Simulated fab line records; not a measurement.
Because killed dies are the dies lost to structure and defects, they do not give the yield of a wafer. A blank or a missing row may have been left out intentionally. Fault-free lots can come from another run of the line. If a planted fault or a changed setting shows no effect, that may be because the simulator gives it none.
A struck lot beside a sound one	flow sky130	15 out of 708 route steps
Sound: these wafers, L841.1, L841.2, L841.4. Wafers L857.4, L857.5, L857.6 were the ones struck. Last of all comes the cause.
For every step that has rows: the tool of each side, followed by ch and its chambers, followed by its first start. Under that, the readings that differ: sound wafers	struck wafers	difference of the means	sigmas: that difference in standard deviations of wafers without a fault.
alike: readings with means less than 2 such deviations apart, plus words and numbers identical on both sides. not compared: withheld readings, readings lacking a value on some wafer, bounds such as >300 that could conceal the same value, and numbers that have no deviation in the record and whose values overlap.
A row with sigmas, a row that says differs or no value, or rows on one side alone: a step with any of these is where the two part. Numbers that have no deviation but don't overlap get no sigmas and don't part them. Lack of a reading on every wafer of one side parts them only where that side has two or more wafers.

SKY_METAL5_STRIP_16: strips in O2/N2.
  sound on plasma-asher-01 ch 0,1, day 43 19:52; struck on plasma-asher-01 ch 0,1, day 48 01:36
  alike: drypump-motor-current-A, oes-product-au, strip-time-to-endpoint-s
  not compared: rf-hours-counter-h
then, 3 steps without rows for these wafers: SKY_METAL5_STRIP_17 (strips in post etch residue remover, time 1200 s); SKY_METAL5_CLEAN_18 (cleans in IPA, time 180 s); SKY_METAL5_CLEAN_19 (cleans in O3/DIW).
SKY_PASSIVATION_CVD_00: deposits SiO2, target thk 90 nm.
  sound on pecvd-01 ch 0,1,2, day 43 20:29; struck on pecvd-02 ch 0,1,2, day 48 02:16
  alike: heater-power-w, susceptor-temp-C
SKY_PASSIVATION_THK_MEAS_01:
  sound on film-metro-02 at day 43 20:30; struck on film-metro-01 at day 48 02:18
  alike: PASSIVATION_CVD_00_THK
SKY_PASSIVATION_CVD_02: deposits Si3N4, target thk 540 nm.
  sound on pecvd-03 ch 0,2, day 43 20:34; struck on pecvd-01 ch 0,1, day 48 02:26
  alike: heater-power-w, susceptor-temp-C
SKY_PASSIVATION_THK_MEAS_03:
  sound on film-metro-01 at day 43 20:47; struck on film-metro-04 at day 48 02:42
reading	sound	struck	difference	sigmas
PASSIVATION_CVD_02_THK (nm)	530 527 536	546 545 545	+14	+2
then, 4 steps without rows for these wafers: SKY_PASSIVATION_DEHYDRATE_04 (time 60 s); SKY_PASSIVATION_HMDS_05 (prime time 60 s); SKY_PASSIVATION_COAT_06 (resist thk 3000 nm); SKY_PASSIVATION_SOFTBAKE_07.
SKY_PASSIVATION_EXPOSE_08: exposes mask NSM, target cd 3000 nm.
  sound on iline-stepper-01 ch 0, day 44 08:02; struck on iline-stepper-01 ch 0, day 48 12:34
reading	sound	struck	difference	sigmas
exposure-dose-mJ-cm2	259.59 260.49 260.28	264.89 264.60 264.97	+4.70	+20
  alike: mask, focus-offset-nm, stage-vel-mm-s
next, for these wafers, 1 step has no rows: SKY_PASSIVATION_PEB_09.
SKY_PAD_OPEN_PROBE_99:
  sound on prober-01 at day 45 18:53; struck on prober-01 at day 49 16:52
  alike: defect-limited-yield, killed_at_M0_to_M3, killed_at_M4_up, killed-at-contacts, killed-at-front-end, killed-at-other, killed-dies, killed-open, killed-short, sort_bin_3_pad_short, sort_bin_5_function, sort_bin_6_memory, sort-n-pass, sort-yield-pct

## WHERE THEY PART
Earliest at SKY_PASSIVATION_THK_MEAS_03; latest, in this record, at SKY_PASSIVATION_EXPOSE_08. Later steps at which nothing parts them and some readings are alike: SKY_PAD_OPEN_PROBE_99.

WHY: the cause the simulator had injected
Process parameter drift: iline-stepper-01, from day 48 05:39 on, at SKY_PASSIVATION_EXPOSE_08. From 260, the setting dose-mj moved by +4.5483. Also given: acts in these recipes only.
